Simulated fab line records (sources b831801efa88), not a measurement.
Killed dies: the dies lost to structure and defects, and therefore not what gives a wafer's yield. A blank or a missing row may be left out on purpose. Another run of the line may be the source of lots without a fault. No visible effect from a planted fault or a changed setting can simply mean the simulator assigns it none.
A struck lot beside a sound one	flow sky130	43 out of 708 route steps
Sound: these wafers, L724.1, L724.2, L724.3. Struck: wafers L732.3, L732.5, L732.6. At the end, the cause is stated.
At each step with rows: each side's tool, then ch and its chambers, then its first start. Under that, the readings that differ: sound wafers	struck wafers	difference of the means	sigmas: that difference in standard deviations of wafers without a fault.
alike: same words and numbers on both sides, and readings whose means sit less than 2 such deviations apart. not compared: any withheld reading, any reading some wafer has no value for, any bound like >300 that may hide the same value, and any number with overlapping values for which the record gives no deviation.
A row with sigmas, a row that says differs or no value, or rows on one side alone: a step with any of these is where the two part. Numbers that don't overlap but have no deviation are shown without sigmas and don't part them. Lack of a reading on every wafer of one side parts them only where that side has two or more wafers.

SKY_METAL5_SPUTTER_04: material TiN, target thk 70 nm, time 58.3 s.
  sound on pvd sputter-03 at day 45 09:09; struck on pvd sputter-04 at day 47 04:02
  alike: throttle valve pct
SKY_METAL5_RS_MEAS_05: measures by four-point-probe.
  sound on film metro-01 at day 45 09:12; struck on film metro-01 at day 47 04:08
  alike: METAL5_ALCU_RS
SKY_METAL5_THK_MEAS_06: measures by xrf.
  sound on film metro-01 at day 45 09:19; struck on film metro-01 at day 47 04:14
  alike: METAL5_ALCU_THK
then, 9 steps without rows for these wafers: SKY_METAL5_DEHYDRATE_07 (time 60 s); SKY_METAL5_HMDS_08 (prime time 60 s); SKY_METAL5_COAT_09 (resist thk 1800 nm); SKY_METAL5_SOFTBAKE_10 (time 60 s); SKY_METAL5_EXPOSE_11 (exposes mask MM5, target cd 1600 nm); SKY_METAL5_PEB_12; SKY_METAL5_DEVELOP_13 (develop time 60 s); SKY_METAL5_DESCUM_14 (chemistry O2, time 11 s); SKY_METAL5_METAL_ETCH_15 (etches the open film in Cl2/BCl3, stops on SiO2, target depth 1260 nm, time 252 s).
SKY_METAL5_STRIP_16: strips in O2/N2.
  sound on plasma asher-03 ch 0,1, day 46 05:19; struck on plasma asher-04 ch 0,1, day 48 00:20
  alike: drypump motor current A, o2 flow sccm, oes product au, strip time to endpoint s
  not compared: rf hours counter h
then, 3 steps without rows for these wafers: SKY_METAL5_STRIP_17 (strips in post etch residue remover, time 1200 s); SKY_METAL5_CLEAN_18 (cleans in IPA, time 180 s); SKY_METAL5_CLEAN_19 (cleans in O3/DIW).
SKY_PASSIVATION_CVD_00: deposits SiO2, target thk 90 nm.
  sound on pecvd-04 ch 0,1,2, day 46 05:55; struck on pecvd-04 ch 0,2, day 48 00:54
  alike: heater power outer w, heater power w
SKY_PASSIVATION_THK_MEAS_01:
  sound on film metro-03 at day 46 05:56; struck on film metro-04 at day 48 00:56
reading	sound	struck	difference	sigmas
PASSIVATION_CVD_00_THK (nm)	87.1 88.3 88.1	89.1 90.8 90.8	+2.4	+2
SKY_PASSIVATION_CVD_02: deposits Si3N4, target thk 540 nm.
  sound on pecvd-02 ch 0,1,2, day 46 06:00; struck on pecvd-02 ch 0,1,2, day 48 00:59
  alike: heater power outer w, heater power w
SKY_PASSIVATION_THK_MEAS_03:
  sound on film metro-03 at day 46 06:13; struck on film metro-03 at day 48 01:14
  alike: PASSIVATION_CVD_02_THK
then, 16 steps without rows for these wafers: SKY_PASSIVATION_DEHYDRATE_04 (time 60 s); SKY_PASSIVATION_HMDS_05 (prime time 60 s); SKY_PASSIVATION_COAT_06 (resist thk 3000 nm); SKY_PASSIVATION_SOFTBAKE_07; SKY_PASSIVATION_EXPOSE_08 (exposes mask NSM, target cd 3000 nm); SKY_PASSIVATION_PEB_09; SKY_PASSIVATION_DEVELOP_10 (develop time 60 s); SKY_PASSIVATION_ETCH_11 (etches the open film in CF4/O2, stops on AlCu, target depth 725 nm, time 161.1 s); SKY_PASSIVATION_STRIP_12 (strips in O2/N2); SKY_PAD_OPEN_DEHYDRATE_00 (time 60 s); SKY_PAD_OPEN_HMDS_01 (prime time 60 s); SKY_PAD_OPEN_COAT_02 (resist thk 3000 nm); SKY_PAD_OPEN_SOFTBAKE_03; SKY_PAD_OPEN_EXPOSE_04 (exposes mask PDM, target cd 60000 nm); SKY_PAD_OPEN_PEB_05; SKY_PAD_OPEN_DEVELOP_06 (develop time 60 s).
SKY_PAD_OPEN_ETCH_07: etches the open film in CF4/O2, stops on AlCu, target depth 725 nm, time 161.1 s.
  sound on rie diel-04 ch 0,1,2, day 47 21:59; struck on rie diel-03 ch 1,2,3, day 49 13:12
  alike: cf4 flow sccm, drypump motor current A, oes product au, throttle valve pct
  not compared: rf hours counter h
SKY_PAD_OPEN_STRIP_08: strips in O2/N2.
  sound on plasma asher-02 ch 0,1, day 47 22:05; struck on plasma asher-02 ch 0,1, day 49 13:20
  alike: drypump motor current A, o2 flow sccm, oes product au, strip time to endpoint s
  not compared: rf hours counter h
then, 4 steps without rows for these wafers: SKY_PAD_OPEN_STRIP_09 (strips in post etch residue remover, time 1200 s); SKY_PAD_OPEN_CLEAN_10 (cleans in IPA, time 180 s); SKY_PAD_OPEN_CLEAN_11 (cleans in O3/DIW); SKY_PAD_OPEN_ANNEAL_12.
SKY_PAD_OPEN_PROBE_99:
  sound on prober-01 at day 48 00:20; struck on prober-01 at day 49 15:37
reading	sound	struck	difference	sigmas
defect limited yield (%)	84.1 80.1 83.9	72.6 71.1 72.6	-10.6	-6
killed_at_M4_up	1 2 2	60 57 55	+56	+31
killed dies	78 98 79	135 142 135	+52	+6
killed on rim	13 21 15	31 25 23	+10	+3
sort_bin_3_pad_short (%)	0.4 0.8 0.6	4.9 6.3 5.5	+5.0	+13
sort_bin_5_function (%)	10.4 11.8 8.5	15.7 14.6 14.2	+4.6	+4
sort n pass	414 394 413	357 350 357	-52	-6
sort yield pct (%)	84.1 80.1 83.9	72.6 71.1 72.6	-10.6	-6
model.etest.tester.sort n pass	414 394 413	357 350 357	-52	
model.etest.tester.sort yield pct (%)	84.15 80.08 83.94	72.56 71.14 72.56	-10.64	
model.etest.tester.sort_bin_3_pct (%)	0.4065 0.813 0.6098	4.878 6.301 5.488	+4.946	
model.etest.tester.sort_bin_5_pct (%)	10.37 11.79 8.537	15.65 14.63 14.23	+4.60	
  alike: killed_at_M0_to_M3, killed at contacts, killed at front end, killed at other, killed open, killed short, sort_bin_6_memory

## WHERE THEY PART
First at SKY_PASSIVATION_THK_MEAS_01; last, within this record, at SKY_PAD_OPEN_PROBE_99.

WHY: what had been put in by the simulator
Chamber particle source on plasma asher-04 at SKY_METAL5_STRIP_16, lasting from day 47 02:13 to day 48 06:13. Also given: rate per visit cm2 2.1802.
